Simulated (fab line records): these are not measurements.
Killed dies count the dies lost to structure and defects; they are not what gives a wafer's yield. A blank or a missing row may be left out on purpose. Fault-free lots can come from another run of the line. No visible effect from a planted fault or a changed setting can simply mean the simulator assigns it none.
fab line records    flow sky130
record: lots: 10  wafers: 30  lastDay: 50
route steps=708 shown METAL2@487 CAPM@539 PAD_OPEN@708
lots that met no fault: from a run of the same line without faults
startH: start of the lot's first displayed wafer, in hours after the record's first day    waitH: hours since the lot's step before    " the same as in the row above    L1.1+2: one row covering several wafers at once    - no value, or no start was given    * or withheld: withheld    < > ~ a bound
route shown NAME@n: a module of which the file shows steps, and the number in the route of the first    usual: mean/standard deviation of fault-free wafers    same: alike in all rows    chamber/n: place in a boat    sites: per-site readings    _std_site: the values' standard deviation    _edge_site: inner sites' mean taken away from outer sites' mean    radiusMm: how far each site lies from the wafer's centre    mask NAME#n: copy n    behind: the most recent tool/chamber to have shaped the wafer    hold: reason for holding the lot/hours on hold/outcome of the hold    device: whichever transistor did not switch (one of n, p or np)    end of line: the same wafers' tests at the end of the route    a step without rows: its recipe alone    killed: dies lost to structure and defects at the first sort, not the wafer's yield    map: per-die view of a wafer (x killed, . not killed, _ where there is no die)
set.NAME: the setting the step ran with; set.NAME@STEP: the setting that earlier step ran with    model.NAME: the simulator's own value behind a step, which no gauge read
one table for each step of the route and one row for each wafer, over a sample of lots
services: a tool's chamber out of use, with start hour (startH, from the record's first day; less than 0 if before it), hours out, and reason
== steps ==
step: SKY_METAL2_SPUTTER_04
recipe: material: TiN  targetThkNm: 70  powerW: 6500  timeS: 58.3  chamberPressurePa: 0.4
usual: throttleValvePct: 29.3/0.87
same: timeS: 58.3
lot.wafer  tool           chamber  startH  waitH  throttleValvePct
L152.2     pvdSputter-03  -        825.47  0.0    29.3
L152.3     "              -        "       "      29.8
L152.5     "              -        "       "      29.9
L153.2     pvdSputter-04  -        851.72  0.0    27.6
L153.3     "              -        "       "      28.4
L153.5     "              -        "       "      28.5
L155.1     pvdSputter-03  -        853.96  0.0    29.4
L155.4     "              -        "       "      29.4
L155.5     "              -        "       "      28.8
L156.2     pvdSputter-04  -        869.94  0.0    29.8
L156.4     "              -        "       "      30.9
L156.5     "              -        "       "      30.0
L164.3     pvdSputter-02  -        912.87  0.0    29.2
L164.4     "              -        "       "      29.2
L164.5     "              -        "       "      29.3
L167.1     pvdSputter-03  -        939.62  0.0    29.6
L167.2     "              -        "       "      29.3
L167.6     "              -        "       "      29.4
L168.1     pvdSputter-03  -        942.57  0.0    29.6
L168.3     "              -        "       "      29.2
L168.6     "              -        "       "      29.3
L169.1     pvdSputter-04  -        948.08  0.0    31.1
L169.3     "              -        "       "      29.7
L169.6     "              -        "       "      30.2
L171.1     pvdSputter-03  -        962.80  0.0    29.0
L171.3     "              -        "       "      29.3
L171.4     "              -        "       "      29.4
L172.2     pvdSputter-04  -        964.11  0.0    30.9
L172.3     "              -        "       "      30.0
L172.4     "              -        "       "      28.7
step: SKY_METAL2_RS_MEAS_05
recipe: thkMeasGauge: four-point-probe  reads: TiN_of_METAL2_SPUTTER_04+Ti_of_METAL2_SPUTTER_03+AlCu_of_METAL2_SPUTTER_02+TiN_of_METAL2_SPUTTER_01+Ti_of_METAL2_SPUTTER_00
usual: METAL2_ALCU_RS: 0.1271/0.0012
lot.wafer  tool          chamber  startH  waitH  METAL2_ALCU_RS[ohm/sq]
L152.2     filmMetro-02  -        825.54  0.0    0.1244
L152.3     "             -        "       "      0.1271
L152.5     "             -        "       "      0.1262
L153.2     filmMetro-04  -        851.78  0.0    0.1251
L153.3     "             -        "       "      0.1282
L153.5     "             -        "       "      0.1286
L155.1     filmMetro-03  -        854.01  0.0    0.1292
L155.4     "             -        "       "      0.1268
L155.5     "             -        "       "      0.1279
L156.2     filmMetro-03  -        870.01  0.0    0.1298
L156.4     "             -        "       "      0.1272
L156.5     "             -        "       "      0.1277
L164.3     filmMetro-03  -        912.95  0.1    0.1275
L164.4     "             -        "       "      0.1270
L164.5     "             -        "       "      0.1275
L167.1     filmMetro-04  -        939.66  0.0    0.1289
L167.2     "             -        "       "      0.1289
L167.6     "             -        "       "      0.1283
L168.1     filmMetro-04  -        942.62  0.0    0.1248
L168.3     "             -        "       "      0.1273
L168.6     "             -        "       "      0.1267
L169.1     filmMetro-04  -        948.13  0.0    0.1266
L169.3     "             -        "       "      0.1268
L169.6     "             -        "       "      0.1264
L171.1     filmMetro-04  -        962.85  0.0    0.1267
L171.3     "             -        "       "      0.1246
L171.4     "             -        "       "      0.1274
L172.2     filmMetro-03  -        964.18  0.0    0.1263
L172.3     "             -        "       "      0.1272
L172.4     "             -        "       "      0.1269
step: SKY_METAL2_METAL_ETCH_19
recipe: targetDepthA: 3600  stopOn: SiO2  overEtchFrac: 0.3  timeS: 78  chemistry: Cl2/BCl3  resistSidewallDeg: 88  pressureMtorr: 10  icpW: 900  biasW: 48.5  Cl2_flow_sccm: 60  bcl3FlowSccm: 30
usual: drypumpMotorCurrentA: 5.5/0.54  oesProductAu: 0.853/0.0059  throttleValvePct: 22.265/0.0091
same: timeS: 78
lot.wafer  tool         chamber  startH  waitH  drypumpMotorCurrentA  oesProductAu  rfHoursCounterH  throttleValvePct
L152.2     rieMetal-02  0        852.01  0.0    5.0                   0.863         4                22.273
L152.3     "            0        "       "      5.0                   0.858         -                22.262
L152.5     "            1        "       "      6.4                   0.850         -                22.279
L153.2     rieMetal-04  1        878.11  0.0    5.1                   0.854         7                22.254
L153.3     "            0        "       "      6.3                   0.849         -                22.250
L153.5     "            1        "       "      5.1                   0.849         -                22.274
L155.1     rieMetal-01  1        880.56  0.0    5.3                   0.850         4                22.256
L155.4     "            0        "       "      5.2                   0.862         -                22.257
L155.5     "            0        "       "      5.2                   0.849         -                22.265
L156.2     rieMetal-04  1        896.51  0.0    5.1                   0.847         8                22.250
L156.4     "            1        "       "      5.1                   0.847         -                22.266
L156.5     "            0        "       "      6.2                   0.855         -                22.261
L164.3     rieMetal-02  0        937.98  0.1    5.0                   0.860         -                22.267
L164.4     "            0        "       "      5.0                   0.856         -                22.262
L164.5     "            0        "       "      5.0                   0.857         -                22.252
L167.1     rieMetal-01  1        964.06  0.0    5.4                   0.845         7                22.278
L167.2     "            0        "       "      5.2                   0.848         13               22.276
L167.6     "            1        "       "      5.4                   0.852         -                22.280
L168.1     rieMetal-04  0        966.91  0.0    6.2                   0.858         14               22.259
L168.3     "            1        "       "      5.1                   0.852         -                22.261
L168.6     "            1        "       "      5.1                   0.858         -                22.276
L169.1     rieMetal-01  0        972.77  0.0    5.2                   0.851         14               22.258
L169.3     "            0        "       "      5.2                   0.850         -                22.273
L169.6     "            0        "       "      5.2                   0.848         -                22.252
L171.1     rieMetal-02  0        987.67  0.0    5.0                   0.855         12               22.254
L171.3     "            1        "       "      6.4                   0.864         -                22.244
L171.4     "            0        "       "      5.0                   0.852         -                22.274
L172.2     rieMetal-04  0        988.32  0.0    6.3                   0.849         16               22.267
L172.3     "            0        "       "      6.2                   0.853         -                22.270
L172.4     "            1        "       "      5.1                   0.855         -                22.256
step: SKY_CAPM_SPUTTER_02
recipe: material: TiN  targetThkNm: 200  tempC: 300  powerW: 6500  timeS: 166.7  chamberPressurePa: 0.4
usual: throttleValvePct: 29.7/1
lot.wafer  tool           chamber  startH   waitH  throttleValvePct
L152.2     pvdSputter-02  -        881.12   0.0    29.9
L152.3     "              -        "        "      29.0
L152.5     "              -        "        "      30.2
L153.2     pvdSputter-02  -        906.76   0.0    30.3
L153.3     "              -        "        "      29.4
L153.5     "              -        "        "      29.5
L155.1     pvdSputter-02  -        909.73   0.1    29.1
L155.4     "              -        "        "      30.7
L155.5     "              -        "        "      29.0
L156.2     pvdSputter-02  -        924.42   0.0    29.0
L156.4     "              -        "        "      29.3
L156.5     "              -        "        "      28.5
L164.3     pvdSputter-01  -        964.54   0.0    30.8
L164.4     "              -        "        "      31.4
L164.5     "              -        "        "      31.4
L167.1     pvdSputter-02  -        990.71   0.1    29.2
L167.2     "              -        "        "      30.4
L167.6     "              -        "        "      28.6
L168.1     pvdSputter-02  -        994.56   0.1    30.1
L168.3     "              -        "        "      29.2
L168.6     "              -        "        "      30.3
L169.1     pvdSputter-04  -        999.68   0.1    30.8
L169.3     "              -        "        "      28.7
L169.6     "              -        "        "      30.4
L171.1     pvdSputter-01  -        1014.10  0.1    30.7
L171.3     "              -        "        "      29.8
L171.4     "              -        "        "      31.5
L172.2     pvdSputter-02  -        1015.43  0.0    30.1
L172.3     "              -        "        "      28.5
L172.4     "              -        "        "      29.2
step: SKY_CAPM_RS_MEAS_03
recipe: thkMeasGauge: four-point-probe  reads: TiN_of_CAPM_SPUTTER_02
usual: CAPM_TIN_RS: 6.93/0.089
lot.wafer  tool          chamber  startH   waitH  CAPM_TIN_RS[ohm/sq]
L152.2     filmMetro-01  -        881.25   0.1    7.04
L152.3     "             -        "        "      6.83
L152.5     "             -        "        "      7.00
L153.2     filmMetro-01  -        906.89   0.1    7.02
L153.3     "             -        "        "      6.95
L153.5     "             -        "        "      6.93
L155.1     filmMetro-03  -        909.84   0.1    9.78
L155.4     "             -        "        "      9.94
L155.5     "             -        "        "      9.66
L156.2     filmMetro-01  -        924.55   0.1    6.94
L156.4     "             -        "        "      9.72
L156.5     "             -        "        "      9.64
L164.3     filmMetro-03  -        964.69   0.1    6.85
L164.4     "             -        "        "      6.82
L164.5     "             -        "        "      6.85
L167.1     filmMetro-03  -        990.82   0.1    6.96
L167.2     "             -        "        "      7.05
L167.6     "             -        "        "      6.91
L168.1     filmMetro-04  -        994.67   0.1    6.97
L168.3     "             -        "        "      6.89
L168.6     "             -        "        "      6.99
L169.1     filmMetro-01  -        999.79   0.1    6.95
L169.3     "             -        "        "      6.89
L169.6     "             -        "        "      6.93
L171.1     filmMetro-03  -        1014.21  0.1    6.85
L171.3     "             -        "        "      6.89
L171.4     "             -        "        "      6.80
L172.2     filmMetro-01  -        1015.56  0.1    6.92
L172.3     "             -        "        "      6.81
L172.4     "             -        "        "      6.79
step: SKY_CAPM_THK_MEAS_04
recipe: thkMeasGauge: xrf  reads: TiN_of_CAPM_SPUTTER_02
usual: CAPM_TIN_THK: 201.8/2.7
lot.wafer  tool          chamber  startH   waitH  CAPM_TIN_THK[nm]
L152.2     filmMetro-01  -        881.36   0.1    199.9
L152.3     "             -        "        "      205.3
L152.5     "             -        "        "      200.3
L153.2     filmMetro-01  -        907.00   0.1    198.9
L153.3     "             -        "        "      202.9
L153.5     "             -        "        "      202.0
L155.1     filmMetro-03  -        909.96   0.1    143.5
L155.4     "             -        "        "      141.4
L155.5     "             -        "        "      144.8
L156.2     filmMetro-01  -        924.66   0.1    201.8
L156.4     "             -        "        "      146.0
L156.5     "             -        "        "      147.4
L164.3     filmMetro-03  -        964.79   0.1    201.2
L164.4     "             -        "        "      202.3
L164.5     "             -        "        "      201.2
L167.1     filmMetro-03  -        990.94   0.1    198.6
L167.2     "             -        "        "      196.3
L167.6     "             -        "        "      199.1
L168.1     filmMetro-04  -        994.79   0.1    200.2
L168.3     "             -        "        "      202.6
L168.6     "             -        "        "      199.9
L169.1     filmMetro-01  -        999.91   0.1    202.2
L169.3     "             -        "        "      204.5
L169.6     "             -        "        "      203.7
L171.1     filmMetro-03  -        1014.33  0.1    201.2
L171.3     "             -        "        "      201.1
L171.4     "             -        "        "      203.3
L172.2     filmMetro-01  -        1015.67  0.1    202.6
L172.3     "             -        "        "      206.5
L172.4     "             -        "        "      206.4
step: SKY_CAPM_METAL_ETCH_13
recipe: targetDepthNm: 220  stopOn: SiO2  chemistry: Cl2/BCl3  target: TiN  pressureMtorr: 10  icpW: 900  biasW: 48.5  Cl2_flow_sccm: 60  bcl3FlowSccm: 30  timeS: 62.9
usual: drypumpMotorCurrentA: 5.4/0.65  oesProductAu: 0.940/0.0085  throttleValvePct: 21.902/0.0092
same: timeS: 62.9
lot.wafer  tool         chamber  startH   waitH  drypumpMotorCurrentA  oesProductAu  rfHoursCounterH  throttleValvePct
L152.2     rieMetal-02  1        906.80   0.0    6.5                   0.936         18               21.907
L152.3     "            0        "        "      5.0                   0.946         -                21.900
L152.5     "            1        "        "      6.5                   0.933         -                21.910
L153.2     rieMetal-03  1        931.69   0.0    4.7                   0.934         8                21.905
L153.3     "            1        "        "      4.7                   0.934         -                21.906
L153.5     "            0        "        "      5.2                   0.941         -                21.913
L155.1     rieMetal-02  0        934.81   0.0    5.0                   0.786         9                21.988
L155.4     "            0        "        "      5.0                   0.774         -                22.017
L155.5     "            0        "        "      5.0                   0.781         -                22.002
L156.2     rieMetal-04  0        949.30   0.0    6.3                   0.948         14               21.914
L156.4     "            1        "        "      5.1                   0.787         -                21.986
L156.5     "            0        "        "      6.2                   0.786         -                21.999
L164.3     rieMetal-02  1        988.44   0.0    6.5                   0.941         -                21.901
L164.4     "            0        "        "      5.0                   0.951         -                21.899
L164.5     "            0        "        "      5.0                   0.936         -                21.904
L167.1     rieMetal-04  1        1014.16  0.0    5.1                   0.944         13               21.889
L167.2     "            0        "        "      6.3                   0.931         17               21.905
L167.6     "            0        "        "      6.3                   0.949         -                21.904
L168.1     rieMetal-02  1        1017.31  0.0    6.5                   0.935         4                21.914
L168.3     "            1        "        "      6.4                   0.940         -                21.890
L168.6     "            0        "        "      5.0                   0.935         -                21.914
L169.1     rieMetal-02  0        1022.71  0.0    5.0                   0.936         14               21.898
L169.3     "            1        "        "      6.4                   0.933         -                21.901
L169.6     "            0        "        "      5.0                   0.934         -                21.907
L171.1     rieMetal-03  1        1037.29  0.0    4.7                   0.954         15               21.899
L171.3     "            0        "        "      5.3                   0.948         -                21.904
L171.4     "            1        "        "      4.7                   0.949         -                21.893
L172.2     rieMetal-04  1        1038.84  0.0    5.1                   0.944         15               21.883
L172.3     "            1        "        "      5.1                   0.946         -                21.892
L172.4     "            0        "        "      6.3                   0.957         -                21.892
step: SKY_PAD_OPEN_PROBE_99
usual: defectLimitedYield: 82.6/1.8  killed_at_M0_to_M3: 43/6.6  killed_at_M4_up: 2.9/1.6  killedAtContacts: 24/4.9  killedAtFrontEnd: 15/4.5  killedAtOther: 0.2/0.45  killedDies: 86/8.8  killedOnRim: 16/4.2  killedOpen: 48/6.4  killedShort: 38/5.6  sort_bin_3_pad_short: 0.8/0.38  sort_bin_5_function: 10.2/1.4  sort_bin_6_memory: 6.4/1.1  sortNPass: 406/8.8  sortYieldPct: 82.6/1.8
same: grossDies: 492  killedAtBackSide: 0  sort_bin_4_leakage[%]: 0  sort_bin_8_speed[%]: 0
lot.wafer  tool       chamber  startH   waitH  defectLimitedYield[%]  killed_at_M0_to_M3  killed_at_M4_up  killedAtContacts  killedAtFrontEnd  killedAtOther  killedDies  killedOnRim  killedOpen  killedShort  sort_bin_3_pad_short[%]  sort_bin_5_function[%]  sort_bin_6_memory[%]  sortNPass  sortYieldPct[%]
L153.2     prober-01  -        1124.79  0.1    81.5                   42                  3                24                22                0              91          19           49          42           0.4                      11.4                    6.7                   401        81.5
L153.3     prober-01  -        1124.84  0.2    82.5                   49                  3                22                12                0              86          17           48          38           0.4                      10.6                    6.5                   406        82.5
L153.5     prober-01  -        1124.94  0.2    82.9                   46                  1                24                13                0              84          15           46          38           0.4                      10.4                    6.3                   408        82.9
L164.3     prober-01  -        1167.15  0.2    84.1                   45                  6                20                7                 0              78          19           39          39           0.8                      9.6                     5.5                   414        84.1
L164.4     prober-01  -        1167.20  0.2    84.1                   38                  5                15                20                0              78          15           46          32           0.2                      9.8                     5.9                   414        84.1
L164.5     prober-01  -        1167.25  0.2    79.3                   57                  3                30                12                0              102         14           56          46           1.2                      11.6                    7.9                   390        79.3
L167.1     prober-02  -        1186.13  0.1    82.7                   45                  3                22                15                0              85          18           41          44           2.0                      8.9                     6.3                   407        82.7
L167.2     prober-02  -        1186.18  0.1    81.1                   50                  6                19                17                1              93          19           49          44           0.6                      12.8                    5.5                   399        81.1
L167.6     prober-02  -        1186.38  0.2    82.3                   42                  3                25                17                0              87          13           46          41           0.4                      11.0                    6.3                   405        82.3
L168.1     prober-01  -        1188.24  0.1    81.7                   35                  4                25                26                0              90          16           56          34           1.2                      10.8                    6.3                   402        81.7
L168.3     prober-01  -        1188.34  0.2    81.3                   38                  2                23                29                0              92          13           54          38           0.4                      11.8                    6.5                   400        81.3
L168.6     prober-01  -        1188.49  0.2    81.9                   40                  2                26                21                0              89          9            45          44           1.6                      10.0                    6.5                   403        81.9
killed by level:class
L153.2 LI_CONTACT:geometricParticle:open=8 CONTACT:geometricParticle:open=8 METAL2:geometricParticle:short=7 METAL1:geometricParticle:short=7 VIA1:geometricParticle:open=7 POLY_GATE:geometricParticle:open=6 FIELD_ISO:geometricParticle:open=5 POLY_GATE:geometricParticle:short=5
L153.3 VIA1:geometricParticle:open=11 VIA3:geometricParticle:open=10 METAL2:geometricParticle:short=9 POLY_GATE:geometricParticle:open=6 LI_CONTACT:geometricParticle:open=5 CONTACT:geometricParticle:open=5 LOCAL_INTERCONNECT:geometricParticle:short=5 CONTACT:geometricParticle:short=4
L153.5 VIA1:geometricParticle:open=10 CONTACT:geometricParticle:open=9 VIA2:geometricParticle:open=7 METAL2:geometricParticle:short=6 FIELD_ISO:geometricParticle:open=5 LI_CONTACT:geometricParticle:open=5 METAL1:geometricParticle:short=5 VIA3:geometricParticle:open=5
L164.3 VIA1:geometricParticle:open=11 VIA2:geometricParticle:open=8 VIA1:geometricParticle:short=8 CONTACT:geometricParticle:open=6 LI_CONTACT:geometricParticle:open=5 CONTACT:geometricParticle:short=5 METAL1:geometricParticle:short=5 METAL4:geometricParticle:short=5
L164.4 CONTACT:geometricParticle:open=8 VIA1:geometricParticle:open=8 VIA2:geometricParticle:open=7 POLY_GATE:geometricParticle:short=6 METAL1:geometricParticle:short=6 POLY_GATE:geometricParticle:open=5 VIA3:geometricParticle:open=4 METAL4:geometricParticle:short=4
L164.5 VIA1:geometricParticle:open=17 CONTACT:geometricParticle:open=12 METAL1:geometricParticle:short=9 LI_CONTACT:geometricParticle:open=7 METAL2:geometricParticle:short=6 VIA2:geometricParticle:open=6 LOCAL_INTERCONNECT:geometricParticle:short=4 CONTACT:geometricParticle:short=4
L167.1 VIA1:geometricParticle:open=12 CONTACT:geometricParticle:open=6 VIA3:geometricParticle:open=6 METAL1:geometricParticle:short=5 FIELD_ISO:geometricParticle:short=5 LI_CONTACT:geometricParticle:open=5 VIA1:geometricParticle:short=5 LI_CONTACT:geometricParticle:short=4
L167.2 VIA1:geometricParticle:open=9 CONTACT:geometricParticle:open=8 VIA2:geometricParticle:open=8 METAL2:geometricParticle:short=7 LI_CONTACT:geometricParticle:open=6 VIA1:geometricParticle:short=5 VIA3:geometricParticle:short=5 VIA3:geometricParticle:open=5
L167.6 VIA1:geometricParticle:open=9 CONTACT:geometricParticle:open=8 VIA2:geometricParticle:open=8 FIELD_ISO:geometricParticle:short=7 CONTACT:geometricParticle:short=6 VIA1:geometricParticle:short=6 VIA3:geometricParticle:open=6 LI_CONTACT:geometricParticle:open=4
L168.1 CONTACT:geometricParticle:open=11 VIA1:geometricParticle:open=10 POLY_GATE:geometricParticle:open=7 FIELD_ISO:geometricParticle:short=6 VIA2:geometricParticle:open=6 FIELD_ISO:geometricParticle:open=5 CONTACT:geometricParticle:short=5 METAL2:geometricParticle:short=5
L168.3 VIA1:geometricParticle:open=10 LI_CONTACT:geometricParticle:open=9 FIELD_ISO:geometricParticle:open=8 FIELD_ISO:geometricParticle:short=8 POLY_GATE:geometricParticle:short=6 CONTACT:geometricParticle:open=6 METAL1:geometricParticle:short=6 POLY_GATE:geometricParticle:open=5
L168.6 VIA1:geometricParticle:open=11 CONTACT:geometricParticle:short=9 CONTACT:geometricParticle:open=8 FIELD_ISO:geometricParticle:short=7 METAL2:geometricParticle:short=7 VIA3:geometricParticle:open=7 FIELD_ISO:geometricParticle:open=6 LI_CONTACT:geometricParticle:open=6
== services ==
tool           chamber  startH  hours  kind
pvdSputter-01  -        832.34  1.9    repair
rieMetal-04    0        840.16  5.6    repair
rieMetal-01    1        886.97  13.6   repair
pvdSputter-04  -        914.20  7.8    repair
pvdSputter-03  -        914.28  8.7    repair
pvdSputter-01  -        916.24  2.6    repair
rieMetal-03    0        921.73  4.9    repair
rieMetal-03    0        927.25  2.4    repair
rieMetal-02    1        927.32  -      clean
rieMetal-02    1        927.32  24.4   scheduledDown
rieMetal-02    1        927.32  24.4   ventCycle
rieMetal-04    -        929.45  5.5    repair
pvdSputter-03  -        955.17  2.2    repair
pvdSputter-04  -        970.04  1.4    repair
pvdSputter-02  -        972.47  2.1    repair
pvdSputter-04  -        985.09  1.1    repair
pvdSputter-04  -        989.58  3.3    repair
rieMetal-03    0        994.03  -      clean
rieMetal-03    0        994.03  28.8   scheduledDown
rieMetal-03    0        994.03  28.8   ventCycle
pvdSputter-01  -        994.09  2.0    repair
== key ==
firstSign: step: SKY_CAPM_RS_MEAS_03  reading: CAPM_TIN_RS  direction: up  sigmas: 32  usual: 6.93  struck: 9.75
effect: step: SKY_CAPM_THK_MEAS_04  reading: CAPM_TIN_THK  direction: down  sigmas: 22  usual: 201.8  struck: 144.6
effect: step: SKY_CAPM_METAL_ETCH_13  reading: oesProductAu  direction: down  sigmas: 18  usual: 0.940  struck: 0.783
metAt SKY_CAPM_SPUTTER_02
struckLots L155,L156
struckWafers L155.1,L155.4,L155.5,L156.4,L156.5
notActingAt SKY_METAL2_SPUTTER_04,SKY_METAL2_RS_MEAS_05,SKY_METAL2_METAL_ETCH_19
onsetBetween 906.76 909.73
fault: kind: processParameterDrift  tool: pvdSputter-02  chamber: -  onsetH: 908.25  steps: SKY_CAPM_SPUTTER_02  channel: targetThkNm  offset: -54.098  shape: step  endH: 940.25  scope: struckWafersOnly  actsIn: theseRecipesOnly  stated: 200
